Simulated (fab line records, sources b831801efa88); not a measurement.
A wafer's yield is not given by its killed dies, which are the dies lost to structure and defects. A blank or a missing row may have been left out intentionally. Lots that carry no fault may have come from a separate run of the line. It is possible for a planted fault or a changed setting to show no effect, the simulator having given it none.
Matching of chambers / flow sky130 / SKY_SONOS_ONO_ETCH_15 on rie-diel-02: 4 sister chambers
The step etches the open film in CHF3/O2, target depth 19.52 nm, time 7.8 s. 24 wafers are shown with their chamber, then 12 later ones without.

== WAFERS, EACH WITH ITS CHAMBER ==
wafer=L074.3; chamber=2; drypump-motor-current-A (A)=5.7; oes-product-au (a.u.)=1.012; throttle-valve-pct (%)=8.845
wafer=L074.5; chamber=1; drypump-motor-current-A (A)=6.3; oes-product-au (a.u.)=0.989; throttle-valve-pct (%)=8.817
wafer=L074.6; chamber=2; drypump-motor-current-A (A)=5.8; oes-product-au (a.u.)=1.023; throttle-valve-pct (%)=8.828
wafer=L080.1; chamber=1; drypump-motor-current-A (A)=6.3; oes-product-au (a.u.)=1.000; throttle-valve-pct (%)=8.816
wafer=L080.3; chamber=0; drypump-motor-current-A (A)=5.5; oes-product-au (a.u.)=1.025; throttle-valve-pct (%)=8.823
wafer=L080.4; chamber=3; drypump-motor-current-A (A)=5.0; oes-product-au (a.u.)=1.009; throttle-valve-pct (%)=8.832
wafer=L081.3; chamber=0; drypump-motor-current-A (A)=5.5; oes-product-au (a.u.)=1.023; throttle-valve-pct (%)=8.816
wafer=L081.4; chamber=1; drypump-motor-current-A (A)=6.3; oes-product-au (a.u.)=1.003; throttle-valve-pct (%)=8.824
wafer=L081.6; chamber=3; drypump-motor-current-A (A)=5.0; oes-product-au (a.u.)=1.011; throttle-valve-pct (%)=8.814
wafer=L083.1; chamber=3; drypump-motor-current-A (A)=5.0; oes-product-au (a.u.)=1.008; throttle-valve-pct (%)=8.818
wafer=L083.2; chamber=1; drypump-motor-current-A (A)=6.3; oes-product-au (a.u.)=0.998; throttle-valve-pct (%)=8.824
wafer=L083.4; chamber=2; drypump-motor-current-A (A)=5.7; oes-product-au (a.u.)=1.013; throttle-valve-pct (%)=8.837
wafer=L084.1; chamber=3; drypump-motor-current-A (A)=5.0; oes-product-au (a.u.)=0.993; throttle-valve-pct (%)=8.835
wafer=L084.2; chamber=2; drypump-motor-current-A (A)=5.7; oes-product-au (a.u.)=1.022; throttle-valve-pct (%)=8.828
wafer=L084.4; chamber=1; drypump-motor-current-A (A)=6.3; oes-product-au (a.u.)=0.979; throttle-valve-pct (%)=8.822
wafer=L085.1; chamber=2; drypump-motor-current-A (A)=5.7; oes-product-au (a.u.)=1.018; throttle-valve-pct (%)=8.847
wafer=L085.4; chamber=0; drypump-motor-current-A (A)=5.6; oes-product-au (a.u.)=1.018; throttle-valve-pct (%)=8.833
wafer=L085.5; chamber=0; drypump-motor-current-A (A)=5.5; oes-product-au (a.u.)=1.032; throttle-valve-pct (%)=8.839
wafer=L087.1; chamber=2; drypump-motor-current-A (A)=5.7; oes-product-au (a.u.)=0.997; throttle-valve-pct (%)=8.832
wafer=L087.3; chamber=0; drypump-motor-current-A (A)=5.5; oes-product-au (a.u.)=1.016; throttle-valve-pct (%)=8.818
wafer=L087.5; chamber=2; drypump-motor-current-A (A)=5.7; oes-product-au (a.u.)=1.002; throttle-valve-pct (%)=8.833
wafer=L091.2; chamber=1; drypump-motor-current-A (A)=6.3; oes-product-au (a.u.)=0.978; throttle-valve-pct (%)=8.828
wafer=L091.3; chamber=2; drypump-motor-current-A (A)=5.7; oes-product-au (a.u.)=1.020; throttle-valve-pct (%)=8.827
wafer=L091.4; chamber=3; drypump-motor-current-A (A)=5.0; oes-product-au (a.u.)=0.994; throttle-valve-pct (%)=8.820

SIGNATURES, as means of the wafers listed above
reading=drypump-motor-current-A; chamber 0=5.520; chamber 1=6.300; chamber 2=5.713; chamber 3=5.000; scatter within a chamber=0.0289
reading=oes-product-au; chamber 0=1.02280; chamber 1=0.99117; chamber 2=1.01337; chamber 3=1.00300; scatter within a chamber=0.00919
reading=throttle-valve-pct; chamber 0=8.82580; chamber 1=8.82183; chamber 2=8.83462; chamber 3=8.82380; scatter within a chamber=0.00792
Rule: distance of a wafer from a chamber = root of the sum over the readings of ((wafer's reading minus chamber's mean) / reading's scatter) squared. The wafer belongs to the nearest chamber; if the next one is less than 2 further off, it can't be placed. How the scatter is found: for the shown wafers, subtract from each reading the mean of its chamber, square and add these, divide the total by (wafers less chambers), then take the root.

== WAFERS WITH NO CHAMBER GIVEN ==
wafer=L092.4; drypump-motor-current-A (A)=5.0; oes-product-au (a.u.)=0.995; throttle-valve-pct (%)=8.819
wafer=L092.5; drypump-motor-current-A (A)=6.3; oes-product-au (a.u.)=0.972; throttle-valve-pct (%)=8.826
wafer=L092.6; drypump-motor-current-A (A)=5.7; oes-product-au (a.u.)=1.013; throttle-valve-pct (%)=8.839
wafer=L097.1; drypump-motor-current-A (A)=6.3; oes-product-au (a.u.)=0.983; throttle-valve-pct (%)=8.844
wafer=L097.2; drypump-motor-current-A (A)=5.6; oes-product-au (a.u.)=1.021; throttle-valve-pct (%)=8.827
wafer=L097.4; drypump-motor-current-A (A)=5.0; oes-product-au (a.u.)=0.998; throttle-valve-pct (%)=8.808
wafer=L095.1; drypump-motor-current-A (A)=5.7; oes-product-au (a.u.)=1.018; throttle-valve-pct (%)=8.833
wafer=L095.3; drypump-motor-current-A (A)=5.6; oes-product-au (a.u.)=1.010; throttle-valve-pct (%)=8.836
wafer=L095.6; drypump-motor-current-A (A)=6.3; oes-product-au (a.u.)=0.990; throttle-valve-pct (%)=8.826
wafer=L096.2; drypump-motor-current-A (A)=6.3; oes-product-au (a.u.)=0.989; throttle-valve-pct (%)=8.842
wafer=L096.3; drypump-motor-current-A (A)=5.5; oes-product-au (a.u.)=1.007; throttle-valve-pct (%)=8.824
wafer=L096.4; drypump-motor-current-A (A)=5.0; oes-product-au (a.u.)=0.991; throttle-valve-pct (%)=8.830

== WHICH CHAMBER EACH WENT THROUGH ==
wafer=L092.4; from the rows above=3; in truth=3
wafer=L092.5; from the rows above=1; in truth=1
wafer=L092.6; from the rows above=2; in truth=2
wafer=L097.1; from the rows above=1; in truth=1
wafer=L097.2; from the rows above=can't be placed: 0 or 2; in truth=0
wafer=L097.4; from the rows above=3; in truth=3
wafer=L095.1; from the rows above=2; in truth=2
wafer=L095.3; from the rows above=can't be placed: 0 or 2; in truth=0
wafer=L095.6; from the rows above=1; in truth=1
wafer=L096.2; from the rows above=1; in truth=1
wafer=L096.3; from the rows above=0; in truth=0
wafer=L096.4; from the rows above=3; in truth=3
10 of 12 placed correctly. Can't be placed from these rows: 2 (the true chamber is among the candidates in 2). Wrongly placed: 0.
